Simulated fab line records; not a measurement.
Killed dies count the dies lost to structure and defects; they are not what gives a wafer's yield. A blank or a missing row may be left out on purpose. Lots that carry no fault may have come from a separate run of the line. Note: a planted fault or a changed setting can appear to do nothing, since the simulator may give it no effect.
A struck lot beside a sound one -- flow sky130 -- 14 out of 708 route steps
Sound: the wafers L680.2, L680.5, L680.6. Wafers L681.2, L681.3, L681.5 were the ones struck. The cause is named last.
Per side, at each step with rows, come the tool, then ch with its chambers, and then its first start. Under that, the readings that differ: sound wafers -- struck wafers -- difference of the means -- sigmas: that difference in standard deviations of wafers without a fault.
alike: readings with means less than 2 such deviations apart, plus words and numbers identical on both sides. not compared: withheld readings, readings lacking a value on some wafer, bounds such as >300 that could conceal the same value, and numbers that have no deviation in the record and whose values overlap.
The two part at a step that has a row with sigmas, a row that says differs or no value, or rows on one side only. Numbers that don't overlap but have no deviation are shown without sigmas and don't part them. Lack of a reading on every wafer of one side parts them only where that side has two or more wafers.

first, 1 step without rows for these wafers: SKY_VT_ADJUST_HVTP_DEVELOP_06 (develop time 60 s).
SKY_VT_ADJUST_HVTP_CD_MEAS_07: the cd target is 380 nm.
  sound on cd_sem-02 at day 8 21:19; struck on cd_sem-02 at day 9 05:07
  alike: cd_nm
SKY_VT_ADJUST_HVTP_OVL_MEAS_08:
  sound on overlay-02 at day 8 21:25; struck on overlay-02 at day 9 05:13
  alike: VT_ADJUST_HVTP_OVL
then, 1 step without rows for these wafers: SKY_VT_ADJUST_HVTP_IMPLANT_09.
SKY_VT_ADJUST_HVTP_STRIP_10: strips in O2/N2.
  sound on plasma_asher-02 ch 0,1, day 8 21:35; struck on plasma_asher-01 ch 0,1, day 9 05:23
  alike: drypump_motor_current_A, oes_product_au, strip_time_to_endpoint_s
  not compared: rf_hours_counter_h
SKY_VT_ADJUST_HVTP_TW_MEAS_11:
  sound on film_metro-02 at day 8 21:42; struck on film_metro-04 at day 9 05:30
  alike: VT_ADJUST_HVTP_TW
then, 6 steps without rows for these wafers: SKY_VT_ADJUST_LVTN_DEHYDRATE_00 (time 60 s); SKY_VT_ADJUST_LVTN_HMDS_01 (prime time 60 s); SKY_VT_ADJUST_LVTN_COAT_02 (resist thk 3000 nm); SKY_VT_ADJUST_LVTN_SOFTBAKE_03; SKY_VT_ADJUST_LVTN_EXPOSE_04 (exposes mask NWM COMPLEMENT LESS NATIVE, target cd 840 nm); SKY_VT_ADJUST_LVTN_PEB_05.
SKY_VT_ADJUST_LVTN_DEVELOP_06: develop time 60 s.
  sound on litho_track-02 ch 0, day 9 18:00; struck on litho_track-04, day 10 02:00
  no value came back on the struck wafers for chill_plate_temp_C (C), develop_time_s (s); on the sound wafers chill_plate_temp_C (C) reads 23.04 23.09 22.97
SKY_VT_ADJUST_LVTN_OVL_MEAS_07:
  sound on overlay-01 at day 9 18:32; struck on overlay-02 at day 10 02:49
reading,sound,struck,difference,sigmas
VT_ADJUST_LVTN_OVL (nm),0.2 1.6 1.4,- - -,no value on the struck wafers,

== WHERE THEY PART ==
Earliest at SKY_VT_ADJUST_LVTN_DEVELOP_06; latest, in this record, at SKY_VT_ADJUST_LVTN_OVL_MEAS_07.

WHY: whatever the simulator had introduced
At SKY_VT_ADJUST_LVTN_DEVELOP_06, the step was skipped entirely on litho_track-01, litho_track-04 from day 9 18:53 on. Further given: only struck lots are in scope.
